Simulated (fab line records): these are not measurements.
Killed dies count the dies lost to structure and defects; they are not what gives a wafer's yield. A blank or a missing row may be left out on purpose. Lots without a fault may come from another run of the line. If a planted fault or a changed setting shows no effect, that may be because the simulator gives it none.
2 desks, one fault / flow sky130 / what lay behind the numbers comes last; until then each desk has only its own

== TOOL OWNER'S DESK, lithoTrack-02 ==
The tool's own readings at SKY_FIELD_ISO_COAT_07 (resist thk 60 nm): means of the sampled wafers that have a number, for each lot that ran on this tool. If a lot's mean is further than 4 standard deviations from the usual mean, the lot is out of limits and carries the mark OUT (the distance appears in the brackets).
Columns: A = dispensePressureKPa at SKY_FIELD_ISO_COAT_07, usual 50 kPa
lot=L639; first seen here=day 2 17:50; A=50
lot=L640; first seen here=day 2 23:08; A=50
lot=L641; first seen here=day 3 03:41; A=50
lot=L642; first seen here=day 3 08:58; A=50
lot=L645; first seen here=day 4 01:46; A=50
Result from this desk: across the 5 lots, nothing is out of limits.

== THE METROLOGY DESK ==
Means of the sampled wafers that have a number, per lot and without regard to the tool the lot ran on: this is what the gauges read. If a lot's mean is further than 4 standard deviations from the usual mean, the lot is out of limits and carries the mark OUT (the distance appears in the brackets).
Columns: A = INCOMING_BOW at SKY_FIELD_ISO_BOW_MEAS_00, usual 0 um; B = FIELD_ISO_OXIDATION_01_THK at SKY_FIELD_ISO_THK_MEAS_23, usual 10.05 nm
lot=L636; first seen here=day 1 15:02; A=3; B=10.13
lot=L637; first seen here=day 1 20:00; A=-2; B=10.19
lot=L638; first seen here=day 2 01:00; A=-5; B=9.79
lot=L639; first seen here=day 2 06:00; A=-2; B=10.14
lot=L640; first seen here=day 2 11:00; A=4; B=10.00
lot=L641; first seen here=day 2 16:00; A=2; B=10.04
lot=L642; first seen here=day 2 21:01; A=1; B=10.10
lot=L645; first seen here=day 3 12:01; A=0; B=9.98
lot=L646; first seen here=day 3 17:04; A=-2; B=9.94
lot=L651; first seen here=day 4 18:00; A=-2; B=9.97
lot=L654; first seen here=day 5 09:03; A=1; B=10.00
lot=L657; first seen here=day 6 00:02; A=0; B=10.18
Result from this desk: across the 12 lots, nothing is out of limits.

== BROUGHT TOGETHER ==
The tool owner's desk saw nothing out of limits.
Nothing out of limits was seen by the metrology desk.

== WHAT THE SIMULATOR PUT IN ==
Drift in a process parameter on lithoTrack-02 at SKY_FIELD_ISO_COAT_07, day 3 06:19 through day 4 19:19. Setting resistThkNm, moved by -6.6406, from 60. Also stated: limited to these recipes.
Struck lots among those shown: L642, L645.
